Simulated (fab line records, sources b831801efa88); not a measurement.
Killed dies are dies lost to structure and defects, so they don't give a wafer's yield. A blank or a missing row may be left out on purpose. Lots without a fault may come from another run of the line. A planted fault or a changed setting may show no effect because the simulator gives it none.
fab line records | flow sky130
record lots=6 wafers=18 last_day=50
route steps=708 shown LDD_HVN@272 LDD_HVP@278 PAD_OPEN@708
lots that met no fault: from a run of the same line without faults
start_h: hours from the record's first day to the start of the lot's first wafer shown | wait_h: hours since the lot's step before | " the same as in the row above | L1.1+2: a row that stands for several wafers | - no value, or no start given | * or withheld: withheld | < > ~ a bound
route shown NAME@n: a module of which the file shows steps, and the number in the route of the first | usual: mean/standard deviation of fault-free wafers | same: alike in all rows | chamber/n: place in a boat | sites: the reading at each site | _std_site: their standard deviation | _edge_site: outer sites' mean less inner sites' | radius_mm: how far each site lies from the wafer's centre | mask NAME#n: copy n | behind: the tool/chamber that last shaped the wafer | hold: why the lot was held/for how many hours/how that ended | device: the transistor (n, p or np) that didn't switch | end of line: the same wafers' tests at the end of the route | a step without rows: its recipe alone | killed: dies lost to structure and defects at the first sort, not the wafer's yield | map: a wafer's dies, x killed, . not, _ none there
set.NAME: the setting as run; set.NAME@STEP: as run at that earlier step | model.NAME: the simulator's own value behind a step, which no gauge read
lots at some steps of the route; a table a step, a row a wafer
services: from which hour (start_h, from the record's first day; less than 0 if before it) a tool's chamber was out of use, for how many hours, and why
## steps
# step SKY_LDD_HVN_PEB_05
# recipe temp_c=withheld time_s=* resist=NOVOLAK
# step SKY_LDD_HVN_DEVELOP_06
# recipe resist=NOVOLAK developer=TMAH develop_time_s=60 dev_temp_c=23
# step SKY_LDD_HVN_OVL_MEAS_07
# usual LDD_HVN_OVL=-0.7/1.7
# columns lot.wafer tool chamber start_h wait_h LDD_HVN_OVL[nm]
L573.1 overlay-01 - 468.24 0.1 0.2
L573.4 " - " " 1.7
L573.6 " - " " 0.1
L579.2 overlay-01 - 529.79 0.1 1.1
L579.3 " - " " 0.0
L579.5 " - " " 1.4
L583.1 overlay-01 - 568.93 0.1 2.2
L583.3 " - " " 0.1
L583.5 " - " " 0.9
L593.2 overlay-02 - 652.69 0.1 -3.0
L593.3 " - " " -3.8
L593.6 " - " " -4.4
L595.2 overlay-01 - 656.33 0.1 -0.4
L595.3 " - " " 2.3
L595.6 " - " " 2.5
L594.1 overlay-01 - 658.47 0.1 -1.2
L594.5 " - " " -2.8
L594.6 " - " " -1.5
# step SKY_LDD_HVN_IMPLANT_08
# recipe species=P energy_kev=60 dose_cm2=3.054e+13 tilt_deg=40
# step SKY_LDD_HVN_STRIP_09
# recipe chemistry=O2/N2 power_w=1400 pressure_mtorr=1500 platen_temp_c=withheld o2_flow_sccm=3000 n2_flow_sccm=300 overash_fraction=0.5
# usual drypump_motor_current_A=5.9/0.31 o2_flow_sccm=3000/9.4 oes_product_au=0.409/0.0047 strip_time_to_endpoint_s=4.149/0.016
# columns lot.wafer tool chamber start_h wait_h drypump_motor_current_A o2_flow_sccm oes_product_au rf_hours_counter_h strip_time_to_endpoint_s
L573.1 plasma_asher-02 0 468.43 0.1 5.6 2997 0.408 35 4.140
L573.4 " 1 " " 5.7 2988 0.403 - 4.129
L573.6 " 1 " " 5.7 2986 0.398 - 4.124
L579.2 plasma_asher-01 1 529.97 0.1 6.0 3012 0.408 82 4.161
L579.3 " 0 " " 5.6 3004 0.418 - 4.150
L579.5 " 1 " " 6.0 3013 0.403 - 4.173
L583.1 plasma_asher-03 0 569.12 0.1 6.5 2994 0.399 75 4.158
L583.3 " 0 " " 6.5 2997 0.406 - 4.170
L583.5 " 1 " " 6.0 3006 0.416 - 4.139
L593.2 plasma_asher-03 0 652.87 0.1 6.4 3012 0.408 83 4.143
L593.3 " 1 " " 6.0 2991 0.407 - 4.155
L593.6 " 0 " " 6.4 3020 0.413 - 4.141
L595.2 plasma_asher-03 1 656.51 0.1 6.0 3004 0.415 83 4.180
L595.3 " 1 " " 6.0 2999 0.409 - 4.157
L595.6 " 1 " " 6.0 3011 0.408 - 4.175
L594.1 plasma_asher-01 1 658.66 0.1 6.0 3013 0.410 96 4.136
L594.5 " 0 " " 5.6 2992 0.410 - 4.121
L594.6 " 1 " " 6.0 3005 0.408 - 4.112
# step SKY_LDD_HVN_TW_MEAS_10
# usual LDD_HVN_TW=1460/11
# columns lot.wafer tool chamber start_h wait_h LDD_HVN_TW
L573.1 film_metro-02 - 468.53 0.1 1470
L573.4 " - " " 1464
L573.6 " - " " 1461
L579.2 film_metro-03 - 530.08 0.1 1447
L579.3 " - " " 1442
L579.5 " - " " 1444
L583.1 film_metro-02 - 569.22 0.1 1478
L583.3 " - " " 1477
L583.5 " - " " 1462
L593.2 film_metro-01 - 652.98 0.1 1453
L593.3 " - " " 1463
L593.6 " - " " 1463
L595.2 film_metro-03 - 656.62 0.1 1451
L595.3 " - " " 1443
L595.6 " - " " 1450
L594.1 film_metro-01 - 658.76 0.1 1458
L594.5 " - " " 1472
L594.6 " - " " 1458
# step SKY_LDD_HVP_DEHYDRATE_00
# recipe temp_c=200 time_s=60
# step SKY_LDD_HVP_HMDS_01
# recipe prime_time_s=60 prime_temp_c=120
# step SKY_LDD_HVP_COAT_02
# recipe resist=NOVOLAK spin_rpm=3000 resist_thk_nm=300
# step SKY_LDD_HVP_SOFTBAKE_03
# recipe temp_c=90 time_s=60 resist=NOVOLAK
# step SKY_LDD_HVP_EXPOSE_04
# recipe mask_id=HVPTM na=0.6 source_shape=conventional sigma_outer=0.6 polarization=unpolarized target_cd_nm=700 dose_mj=86
# step SKY_LDD_HVP_PEB_05
# recipe temp_c=withheld time_s=* resist=NOVOLAK
# step SKY_LDD_HVP_DEVELOP_06
# recipe resist=NOVOLAK developer=TMAH develop_time_s=60 dev_temp_c=23
# usual developer_temp_C=23.01/0.097
# columns lot.wafer tool chamber start_h wait_h developer_temp_C
L573.1 litho_track-01 0 498.68 0.1 22.87
L573.4 " 0 " " 23.13
L573.6 " 0 " " 22.93
L579.2 litho_track-01 0 560.11 0.1 22.93
L579.3 " 0 " " 22.88
L579.5 " 0 " " 22.96
L583.1 litho_track-03 0 598.98 0.1 22.93
L583.3 " 0 " " 22.97
L583.5 " 0 " " 23.08
L593.2 litho_track-03 0 680.61 0.1 24.07
L593.3 " 0 " " 24.01
L593.6 " 0 " " 23.95
L595.2 litho_track-01 0 685.06 0.1 23.10
L595.3 " 0 " " 23.06
L595.6 " 0 " " 23.09
L594.1 litho_track-03 0 686.98 0.1 23.91
L594.5 " 0 " " 23.91
L594.6 " 0 " " 23.80
# step SKY_LDD_HVP_OVL_MEAS_07
# usual LDD_HVP_OVL=0.6/1.4
# columns lot.wafer tool chamber start_h wait_h LDD_HVP_OVL[nm]
L573.1 overlay-02 - 498.83 0.1 -1.0
L573.4 " - " " -0.1
L573.6 " - " " -0.1
L579.2 overlay-02 - 560.24 0.1 -1.4
L579.3 " - " " 0.8
L579.5 " - " " -0.5
L583.1 overlay-01 - 599.13 0.1 0.2
L583.3 " - " " 1.2
L583.5 " - " " 0.0
L593.2 overlay-01 - 680.74 0.1 -0.5
L593.3 " - " " -0.4
L593.6 " - " " -1.0
L595.2 overlay-02 - 685.19 0.1 -0.4
L595.3 " - " " 2.2
L595.6 " - " " -1.3
L594.1 overlay-01 - 687.13 0.1 0.1
L594.5 " - " " 1.7
L594.6 " - " " 2.9
# step SKY_PAD_OPEN_PROBE_99
# usual killed_at_M0_to_M3=44/7 killed_at_M4_up=3.2/2 killed_at_contacts=25/5.3 killed_at_front_end=15/4.3 killed_at_other=0.3/0.54 killed_dies=86/8.7 killed_open=47/6.4 killed_short=39/5.6
# same gross_dies=492 killed_at_back_side=0
# columns lot.wafer tool chamber start_h wait_h killed_at_M0_to_M3 killed_at_M4_up killed_at_contacts killed_at_front_end killed_at_other killed_dies killed_open killed_short
L583.1 prober-02 - 1144.05 0.1 31 1 32 7 1 72 43 29
L583.3 prober-02 - 1144.15 0.2 45 5 27 11 1 89 38 50
L583.5 prober-02 - 1144.25 0.2 35 3 14 12 1 65 34 31
L593.2 prober-02 - 1191.95 0.1 49 8 36 10 1 104 59 45
L593.3 prober-02 - 1192.00 0.2 48 2 24 15 0 89 48 41
L593.6 prober-02 - 1192.15 0.2 36 0 34 16 0 86 42 44
L594.1 prober-02 - 1198.36 0.1 42 3 27 14 0 86 44 42
L594.5 prober-02 - 1198.56 0.2 37 2 21 19 0 79 34 45
L594.6 prober-02 - 1198.61 0.2 33 3 40 19 0 95 53 42
# killed by level:class
L583.1 CONTACT:geometric_particle:open=14 VIA1:geometric_particle:open=7 LI_CONTACT:geometric_particle:open=6 LI_CONTACT:geometric_particle:short=6 METAL1:geometric_particle:short=5 VIA3:geometric_particle:open=5 VIA2:geometric_particle:open=4 METAL3:geometric_particle:short=4
L583.3 VIA3:geometric_particle:open=10 LI_CONTACT:geometric_particle:open=8 CONTACT:geometric_particle:short=7 VIA1:geometric_particle:open=6 METAL2:geometric_particle:short=6 METAL1:geometric_particle:short=5 VIA1:geometric_particle:short=5 FIELD_ISO:geometric_particle:short=4
L583.5 VIA1:geometric_particle:short=8 VIA1:geometric_particle:open=8 FIELD_ISO:geometric_particle:open=5 LOCAL_INTERCONNECT:geometric_particle:short=5 VIA2:geometric_particle:open=5 VIA3:geometric_particle:open=5 FIELD_ISO:geometric_particle:short=4 CONTACT:geometric_particle:open=4
L593.2 VIA1:geometric_particle:open=18 LOCAL_INTERCONNECT:geometric_particle:short=9 LI_CONTACT:geometric_particle:open=7 VIA2:geometric_particle:open=7 LI_CONTACT:geometric_particle:short=6 CONTACT:geometric_particle:short=6 CONTACT:geometric_particle:open=6 METAL4:geometric_particle:short=5
L593.3 VIA1:geometric_particle:open=12 METAL1:geometric_particle:short=10 LI_CONTACT:geometric_particle:open=8 VIA3:geometric_particle:open=7 CONTACT:geometric_particle:open=6 VIA2:geometric_particle:open=5 METAL3:geometric_particle:short=5 FIELD_ISO:geometric_particle:open=4
L593.6 CONTACT:geometric_particle:open=16 VIA1:geometric_particle:open=8 POLY_GATE:geometric_particle:short=6 LOCAL_INTERCONNECT:geometric_particle:short=6 FIELD_ISO:geometric_particle:open=5 CONTACT:geometric_particle:short=5 METAL1:geometric_particle:short=5 VIA1:geometric_particle:short=5
L594.1 CONTACT:geometric_particle:open=11 VIA1:geometric_particle:open=9 FIELD_ISO:geometric_particle:open=6 VIA1:geometric_particle:short=6 METAL2:geometric_particle:short=6 LI_CONTACT:geometric_particle:open=5 SPACER:geometric_particle:short=4 LI_CONTACT:geometric_particle:short=4
L594.5 CONTACT:geometric_particle:short=10 VIA1:geometric_particle:open=8 VIA2:geometric_particle:open=6 VIA1:geometric_particle:short=6 VIA3:geometric_particle:open=6 FIELD_ISO:geometric_particle:short=5 POLY_GATE:geometric_particle:short=5 LI_CONTACT:geometric_particle:open=5
L594.6 CONTACT:geometric_particle:open=15 CONTACT:geometric_particle:short=13 VIA1:geometric_particle:open=8 FIELD_ISO:geometric_particle:open=6 VIA2:geometric_particle:open=6 LI_CONTACT:geometric_particle:open=5 POLY_GATE:geometric_particle:open=4 LI_CONTACT:geometric_particle:short=4
## services
# columns tool chamber start_h hours kind
litho_track-03 - 516.48 - consumable_replace:filter
plasma_asher-03 - 585.81 2.8 pm
plasma_asher-02 - 594.94 8.6 repair
plasma_asher-02 - 621.73 4.0 pm
## key
first_sign step=SKY_LDD_HVP_DEVELOP_06 reading=developer_temp_C direction=up sigmas=9.6 usual=* struck=*
effect none on later readings
met_at SKY_LDD_HVP_DEVELOP_06
struck_wafers L593.2,L593.3,L593.6,L594.1,L594.5,L594.6
tester_left_out L593,L594
onset_between 598.98 680.61
fault kind=process_parameter_drift tool=litho_track-03 chamber=- onset_h=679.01 steps=SKY_LDD_HVP_DEVELOP_06 channel=dev_temp_c offset=* shape=step end_h=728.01 acts_in=* stated=*
# tester_left_out: of these lots the tester's yield and bins aren't shown, on N5 and GAA mostly nor the transistor test; their killed dies are dies lost to structure and defects alone, not to doping, threshold or leakage, so they don't give the yield
